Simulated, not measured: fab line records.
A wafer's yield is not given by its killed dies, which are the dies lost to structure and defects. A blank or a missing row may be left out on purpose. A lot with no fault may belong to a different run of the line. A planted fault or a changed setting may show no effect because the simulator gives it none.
Which of the tools did it? ; flow gf180mcu ; 11 lots, 31 wafers sampled, at 5 steps of a route of 602

== WHAT EACH GAUGE READ, for each wafer ==
GF_M4_RS_MEAS_05: measures by four-point-probe. Usual: M4_ALCU_RS gives 0.0694 ohm/sq (standard deviation 0.00071).
lot;measured;on;M4_ALCU_RS (ohm/sq);flag
L364;day 23 07:22;film_metro-01;0.0672 0.0681 0.0678;
L366;day 24 11:10;film_metro-03;0.0692 0.0693 0.0690;
L368;day 25 03:02;film_metro-01;0.0690 0.0696 0.0694;
L372;day 26 11:20;film_metro-04;0.0703;
L373;day 26 14:44;film_metro-03;0.0702 0.0706 0.0697;
L377;day 27 16:20;film_metro-01;0.0694 0.0694 0.0693;
L378;day 27 22:13;film_metro-03;0.0702 0.0696 0.0697;
L380;day 28 17:32;film_metro-03;0.0688 0.0679 0.0685;
L381;day 29 00:02;film_metro-04;0.0701 0.0699 0.0705;
L382;day 29 08:48;film_metro-01;0.0697 0.0700 0.0698;
L384;day 29 15:54;film_metro-03;0.0697 0.0705 0.0706;

GF_V4_THK_MEAS_01. Usual: V4_CVD_00_THK gives 600 nm (standard deviation 6.4).
lot;measured;on;V4_CVD_00_THK (nm);flag
L364;day 24 06:36;film_metro-02;592 602 592;
L366;day 25 09:47;film_metro-03;597 600 596;
L368;day 26 01:08;film_metro-03;591 604 605;
L372;day 27 08:59;film_metro-04;606;
L373;day 27 12:26;film_metro-04;603 606 606;
L377;day 28 13:05;film_metro-04;591 595 597;
L378;day 28 18:56;film_metro-02;609 602 601;
L380;day 29 13:38;film_metro-02;594 598 590;
L381;day 29 19:34;film_metro-04;604 592 603;
L382;day 30 04:14;film_metro-04;598 603 600;
L384;day 30 10:30;film_metro-03;595 594 598;

GF_MIM_THK_MEAS_11: measures by xrf. Usual: MIM_ALCU_THK gives 197.0 nm (standard deviation 2.4).
lot;measured;on;MIM_ALCU_THK (nm);flag
L364;day 25 06:40;film_metro-01;199.6 196.4 200.2;
L366;day 26 09:49;film_metro-02;194.8 197.0 195.9;
L368;day 26 23:51;film_metro-02;195.4 193.5 194.5;
L372;day 28 07:20;film_metro-04;206.2;OFF
L373;day 28 11:07;film_metro-01;209.7 209.8 209.2;OFF
L377;day 29 10:52;film_metro-01;201.3 200.8 201.7;
L378;day 29 15:58;film_metro-04;193.8 196.6 195.8;
L380;day 30 10:32;film_metro-01;197.1 195.4 197.0;
L381;day 30 16:12;film_metro-02;192.6 196.1 191.3;
L382;day 31 01:22;film_metro-02;199.6 198.1 199.6;
L384;day 31 07:13;film_metro-02;194.0 194.6 193.5;

== EACH LOT AND THE TOOL THAT RAN IT (in order: tool; ch and the chambers of the sampled wafers; start) ==
lot;GF_MIM_SPUTTER_00;GF_MIM_SPUTTER_09
L364;pvd_sputter-02, day 25 06:07;pvd_sputter-03, day 25 06:30
L366;pvd_sputter-03, day 26 09:14;pvd_sputter-02, day 26 09:39
L368;pvd_sputter-02, day 26 23:19;pvd_sputter-01, day 26 23:41
L372;pvd_sputter-02, day 28 06:48;pvd_sputter-01, day 28 07:08
L373;pvd_sputter-03, day 28 10:34;pvd_sputter-02, day 28 10:57
L377;pvd_sputter-01, day 29 10:20;pvd_sputter-03, day 29 10:43
L378;pvd_sputter-03, day 29 15:26;pvd_sputter-02, day 29 15:49
L380;pvd_sputter-02, day 30 10:00;pvd_sputter-03, day 30 10:23
L381;pvd_sputter-02, day 30 15:40;pvd_sputter-03, day 30 16:02
L382;pvd_sputter-03, day 31 00:48;pvd_sputter-02, day 31 01:11
L384;pvd_sputter-03, day 31 06:41;pvd_sputter-01, day 31 07:04
- GF_MIM_SPUTTER_00: material Ti, target thk 37.5 nm, time 150 s.
- GF_MIM_SPUTTER_09: material TiN, target thk 35 nm, time 29.2 s.

== AS READ BY THE TOOLS THEMSELVES (means over the sampled wafers that have a number; for cases with no such wafer, the mark the record gives instead) ==
GF_MIM_SPUTTER_00. Usual: cathode_dc_power_W 4000.0 W, standard deviation 0.74; chamber_pressure_pa 2.001 Pa, standard deviation 0.0041; throttle_valve_pct 29.6 %, standard deviation 0.8.
lot;tool;cathode_dc_power_W (W);chamber_pressure_pa (Pa);throttle_valve_pct (%);flag
L364;pvd_sputter-02;3999.3;1.999;28.6;
L366;pvd_sputter-03;4000.0;2.005;29.5;
L368;pvd_sputter-02;3999.2;2.002;29.1;
L372;pvd_sputter-02;4000.3;2.002;30.1;
L373;pvd_sputter-03;4000.0;2.002;29.5;
L377;pvd_sputter-01;3999.7;2.001;30.3;
L378;pvd_sputter-03;4000.3;1.998;29.6;
L380;pvd_sputter-02;4000.1;2.003;29.3;
L381;pvd_sputter-02;4000.3;1.998;29.3;
L382;pvd_sputter-03;4000.0;1.999;29.5;
L384;pvd_sputter-03;4000.6;2.001;29.4;

GF_MIM_SPUTTER_09. Usual: cathode_dc_power_W 6500.1 W, standard deviation 1.2; chamber_pressure_pa 0.4000 Pa, standard deviation 0.00081; throttle_valve_pct 29.8 %, standard deviation 0.83.
lot;tool;cathode_dc_power_W (W);chamber_pressure_pa (Pa);throttle_valve_pct (%);flag
L364;pvd_sputter-03;6499.8;0.3999;29.2;
L366;pvd_sputter-02;6500.9;0.4000;29.6;
L368;pvd_sputter-01;6499.7;0.4006;30.1;
L372;pvd_sputter-01;-;-;-;OFF
L373;pvd_sputter-02;-;-;-;OFF
L377;pvd_sputter-03;6499.3;0.3999;29.3;
L378;pvd_sputter-02;6499.5;0.4001;29.6;
L380;pvd_sputter-03;6500.7;0.4009;29.5;
L381;pvd_sputter-03;6499.2;0.4007;29.1;
L382;pvd_sputter-02;6499.7;0.3993;29.7;
L384;pvd_sputter-01;6500.6;0.4000;30.2;

== THE ANSWER, worked out from the rows above alone ==
Rule: lot off if the mean of its wafers having a number is beyond 3 standard deviations from the usual mean. Also off: a lot with no number at a reading for which 4 or more lots have one. Where the step has rows for the other lots, those lots are counted as sound. Order of review: gauges by route order, followed by the tools' own readings, for which a lot's mean as printed above is used. The first step at which some lot is off is used, and at that step the reading that is off furthest; a lot without a number counts as furthest.
Off: L372, L373, at GF_MIM_THK_MEAS_11 (MIM_ALCU_THK).
If a tool, at a process step before that reading, ran all the lots that are off and no sound lot after the first of them, it fits. The gauges at GF_MIM_THK_MEAS_11 aren't tried: what is off there is off at GF_MIM_SPUTTER_09 too, on other tools, and a gauge's error can't cause that. Not one of the candidates tried fits.

== WHAT THE SIMULATOR PUT IN ==
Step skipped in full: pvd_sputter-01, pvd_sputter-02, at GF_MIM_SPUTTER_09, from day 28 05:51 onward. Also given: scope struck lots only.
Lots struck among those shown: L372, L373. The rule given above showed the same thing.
